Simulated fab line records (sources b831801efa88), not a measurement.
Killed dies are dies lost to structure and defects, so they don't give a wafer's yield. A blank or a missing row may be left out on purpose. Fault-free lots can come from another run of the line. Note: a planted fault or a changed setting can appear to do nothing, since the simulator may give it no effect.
Which tool did it? :: flow gf180mcu :: 35 wafers from 12 lots sampled at 6 of the route's 602 steps

## WHAT THE GAUGES READ, wafer by wafer
GF_M3_OVL_MEAS_15. Usual: for M3_OVL the level is -3 nm and the standard deviation is 5.8.
lot: L776
measured: day 21 11:04
on: overlay-02
M3_OVL (nm): -8 -14 -7
flag: 

lot: L777
measured: day 22 00:23
on: overlay-01
M3_OVL (nm): -6 -9 -4
flag: 

lot: L778
measured: day 22 04:55
on: overlay-01
M3_OVL (nm): -2 5 3
flag: 

lot: L782
measured: day 23 15:24
on: overlay-01
M3_OVL (nm): -6 -3
flag: 

lot: L788
measured: day 25 16:06
on: overlay-02
M3_OVL (nm): 2 2 -1
flag: 

lot: L790
measured: day 26 09:53
on: overlay-02
M3_OVL (nm): -1 2 0
flag: 

lot: L791
measured: day 26 16:31
on: overlay-02
M3_OVL (nm): -6 0 -8
flag: 

lot: L795
measured: day 28 00:14
on: overlay-02
M3_OVL (nm): -1 0 7
flag: 

lot: L796
measured: day 28 04:05
on: overlay-02
M3_OVL (nm): -5 1 2
flag: 

lot: L798
measured: day 28 15:47
on: overlay-01
M3_OVL (nm): 10 8 -1
flag: 

lot: L797
measured: day 28 19:59
on: overlay-02
M3_OVL (nm): -4 -3 -7
flag: 

lot: L799
measured: day 29 01:29
on: overlay-01
M3_OVL (nm): -5 -3 -6
flag: 

GF_V3_THK_MEAS_01. Usual: for V3_CVD_00_THK the level is 598 nm and the standard deviation is 5.8.
lot: L776
measured: day 21 11:49
on: film metro-02
V3_CVD_00_THK (nm): 604 595 603
flag: 

lot: L777
measured: day 22 01:29
on: film metro-01
V3_CVD_00_THK (nm): 597 604 597
flag: 

lot: L778
measured: day 22 05:41
on: film metro-04
V3_CVD_00_THK (nm): 588 591 591
flag: 

lot: L782
measured: day 23 16:13
on: film metro-01
V3_CVD_00_THK (nm): 591 587
flag: 

lot: L788
measured: day 25 17:12
on: film metro-01
V3_CVD_00_THK (nm): 595 595 596
flag: 

lot: L790
measured: day 26 10:59
on: film metro-02
V3_CVD_00_THK (nm): 600 592 604
flag: 

lot: L791
measured: day 26 17:37
on: film metro-04
V3_CVD_00_THK (nm): 601 597 601
flag: 

lot: L795
measured: day 28 01:06
on: film metro-02
V3_CVD_00_THK (nm): 607 599 601
flag: 

lot: L796
measured: day 28 04:58
on: film metro-01
V3_CVD_00_THK (nm): 602 604 599
flag: 

lot: L798
measured: day 28 16:38
on: film metro-04
V3_CVD_00_THK (nm): 596 607 597
flag: 

lot: L797
measured: day 28 20:45
on: film metro-01
V3_CVD_00_THK (nm): 596 598 601
flag: 

lot: L799
measured: day 29 02:16
on: film metro-02
V3_CVD_00_THK (nm): 596 595 610
flag: 

GF_V3_THK_MEAS_03. Usual: for V3_CVD_02_THK the level is 851 nm and the standard deviation is 11.
lot: L776
measured: day 21 11:56
on: film metro-04
V3_CVD_02_THK (nm): 842 866 853
flag: 

lot: L777
measured: day 22 01:38
on: film metro-04
V3_CVD_02_THK (nm): 847 826 840
flag: 

lot: L778
measured: day 22 05:49
on: film metro-02
V3_CVD_02_THK (nm): 836 840 862
flag: 

lot: L782
measured: day 23 16:20
on: film metro-04
V3_CVD_02_THK (nm): 863 857
flag: 

lot: L788
measured: day 25 17:20
on: film metro-02
V3_CVD_02_THK (nm): 855 840 869
flag: 

lot: L790
measured: day 26 11:07
on: film metro-02
V3_CVD_02_THK (nm): 846 830 849
flag: 

lot: L791
measured: day 26 17:45
on: film metro-02
V3_CVD_02_THK (nm): 850 870 858
flag: 

lot: L795
measured: day 28 01:14
on: film metro-02
V3_CVD_02_THK (nm): 844 855 873
flag: 

lot: L796
measured: day 28 05:05
on: film metro-02
V3_CVD_02_THK (nm): 833 861 848
flag: 

lot: L798
measured: day 28 16:46
on: film metro-02
V3_CVD_02_THK (nm): 850 861 865
flag: 

lot: L797
measured: day 28 20:53
on: film metro-01
V3_CVD_02_THK (nm): 850 837 858
flag: 

lot: L799
measured: day 29 02:23
on: film metro-01
V3_CVD_02_THK (nm): 848 845 841
flag: 

GF_V3_RS_MEAS_24: uses a four-point probe to measure. Usual: for V3_W_RS the level is 0.327 ohm/sq and the standard deviation is 0.0042.
lot: L776
measured: day 22 12:30
on: film metro-02
V3_W_RS (ohm/sq): 0.325 0.328 0.329
flag: 

lot: L777
measured: day 23 02:32
on: film metro-02
V3_W_RS (ohm/sq): 0.332 0.328 0.329
flag: 

lot: L778
measured: day 23 06:01
on: film metro-02
V3_W_RS (ohm/sq): 0.331 0.326 0.327
flag: 

lot: L782
measured: day 24 15:36
on: film metro-02
V3_W_RS (ohm/sq): 0.330 0.251
flag: OFF

lot: L788
measured: day 26 16:02
on: film metro-02
V3_W_RS (ohm/sq): 0.318 0.325 0.329
flag: 

lot: L790
measured: day 27 09:22
on: film metro-02
V3_W_RS (ohm/sq): 0.324 0.323 0.327
flag: 

lot: L791
measured: day 27 16:29
on: film metro-02
V3_W_RS (ohm/sq): 0.325 0.326 0.321
flag: 

lot: L795
measured: day 28 21:52
on: film metro-04
V3_W_RS (ohm/sq): 0.316 0.317 0.324
flag: 

lot: L796
measured: day 29 01:50
on: film metro-01
V3_W_RS (ohm/sq): 0.334 0.328 0.326
flag: 

lot: L798
measured: day 29 12:56
on: film metro-04
V3_W_RS (ohm/sq): 0.334 0.331 0.334
flag: 

lot: L797
measured: day 29 16:59
on: film metro-04
V3_W_RS (ohm/sq): 0.330 0.334 0.330
flag: 

lot: L799
measured: day 29 22:23
on: film metro-02
V3_W_RS (ohm/sq): 0.322 0.324 0.332
flag: 

GF_V3_THK_MEAS_25: measures by xrf. Usual: for V3_W_THK the level is 353 nm and the standard deviation is 5.7.
lot: L776
measured: day 22 12:37
on: film metro-02
V3_W_THK (nm): 354 351 351
flag: 

lot: L777
measured: day 23 02:39
on: film metro-02
V3_W_THK (nm): 350 349 348
flag: 

lot: L778
measured: day 23 06:08
on: film metro-02
V3_W_THK (nm): 347 353 352
flag: 

lot: L782
measured: day 24 15:41
on: film metro-02
V3_W_THK (nm): 349 459
flag: OFF

lot: L788
measured: day 26 16:10
on: film metro-02
V3_W_THK (nm): 364 356 351
flag: 

lot: L790
measured: day 27 09:28
on: film metro-02
V3_W_THK (nm): 354 356 351
flag: 

lot: L791
measured: day 27 16:37
on: film metro-02
V3_W_THK (nm): 354 354 358
flag: 

lot: L795
measured: day 28 21:59
on: film metro-04
V3_W_THK (nm): 368 365 360
flag: 

lot: L796
measured: day 29 01:56
on: film metro-01
V3_W_THK (nm): 342 346 351
flag: 

lot: L798
measured: day 29 13:03
on: film metro-04
V3_W_THK (nm): 348 349 347
flag: 

lot: L797
measured: day 29 17:05
on: film metro-04
V3_W_THK (nm): 351 347 351
flag: 

lot: L799
measured: day 29 22:30
on: film metro-02
V3_W_THK (nm): 354 353 343
flag: 

## TOOL THAT RAN EACH LOT (tool first, then ch and the chambers of the sampled wafers, then the start)
lot: L776
GF_V3_CVD_23: cvd w-02 ch 0, day 22 12:16

lot: L777
GF_V3_CVD_23: cvd w-01 ch 0,1, day 23 02:25

lot: L778
GF_V3_CVD_23: cvd w-01 ch 1, day 23 05:55

lot: L782
GF_V3_CVD_23: cvd w-01 ch 0,1, day 24 15:29

lot: L788
GF_V3_CVD_23: cvd w-02 ch 0,1, day 26 15:56

lot: L790
GF_V3_CVD_23: cvd w-02 ch 0,1, day 27 09:14

lot: L791
GF_V3_CVD_23: cvd w-02 ch 0, day 27 16:23

lot: L795
GF_V3_CVD_23: cvd w-01 ch 0,1, day 28 21:44

lot: L796
GF_V3_CVD_23: cvd w-01 ch 0,1, day 29 01:43

lot: L798
GF_V3_CVD_23: cvd w-01 ch 0,1, day 29 12:49

lot: L797
GF_V3_CVD_23: cvd w-01 ch 0, day 29 16:51

lot: L799
GF_V3_CVD_23: cvd w-01 ch 0,1, day 29 22:16
- GF_V3_CVD_23: deposits W, target thk 350 nm, time 104.9 s.

## WHAT THE TOOLS THEMSELVES READ (means of the sampled wafers that have a number; where no wafer has one, the mark that the record gives instead)
GF_V3_CVD_23. Usual: heater power w reads 865 W (standard deviation 52).
lot: L776
tool: cvd w-02
heater power w (W): 829
flag: 

lot: L777
tool: cvd w-01
heater power w (W): 853
flag: 

lot: L778
tool: cvd w-01
heater power w (W): 853
flag: 

lot: L782
tool: cvd w-01
heater power w (W): 856
flag: 

lot: L788
tool: cvd w-02
heater power w (W): 876
flag: 

lot: L790
tool: cvd w-02
heater power w (W): 927
flag: 

lot: L791
tool: cvd w-02
heater power w (W): 835
flag: 

lot: L795
tool: cvd w-01
heater power w (W): 851
flag: 

lot: L796
tool: cvd w-01
heater power w (W): 861
flag: 

lot: L798
tool: cvd w-01
heater power w (W): 845
flag: 

lot: L797
tool: cvd w-01
heater power w (W): 851
flag: 

lot: L799
tool: cvd w-01
heater power w (W): 854
flag: 

## THE ANSWER, worked out from the rows above alone
Rule: a lot counts as off when the mean over its wafers that have a number is more than 3 standard deviations away from the usual mean. A lot without any number at a reading at which 4 lots or more have one is off too. The other lots that the step has rows for count as sound. First the gauges in route order, then the tools' own readings, where a lot's mean is used as printed above. The first step at which some lot is off is used, and at that step the reading that is off furthest; a lot without a number counts as furthest.
Off: L782, seen at GF_V3_RS_MEAS_24 (V3_W_RS).
If a tool, at a process step before that reading, ran all the lots that are off and no sound lot after the first of them, it fits. Those tools and the gauges at GF_V3_RS_MEAS_24 are tried in the same way. None of those tried fits.

## WHAT WAS PUT IN BY THE SIMULATOR
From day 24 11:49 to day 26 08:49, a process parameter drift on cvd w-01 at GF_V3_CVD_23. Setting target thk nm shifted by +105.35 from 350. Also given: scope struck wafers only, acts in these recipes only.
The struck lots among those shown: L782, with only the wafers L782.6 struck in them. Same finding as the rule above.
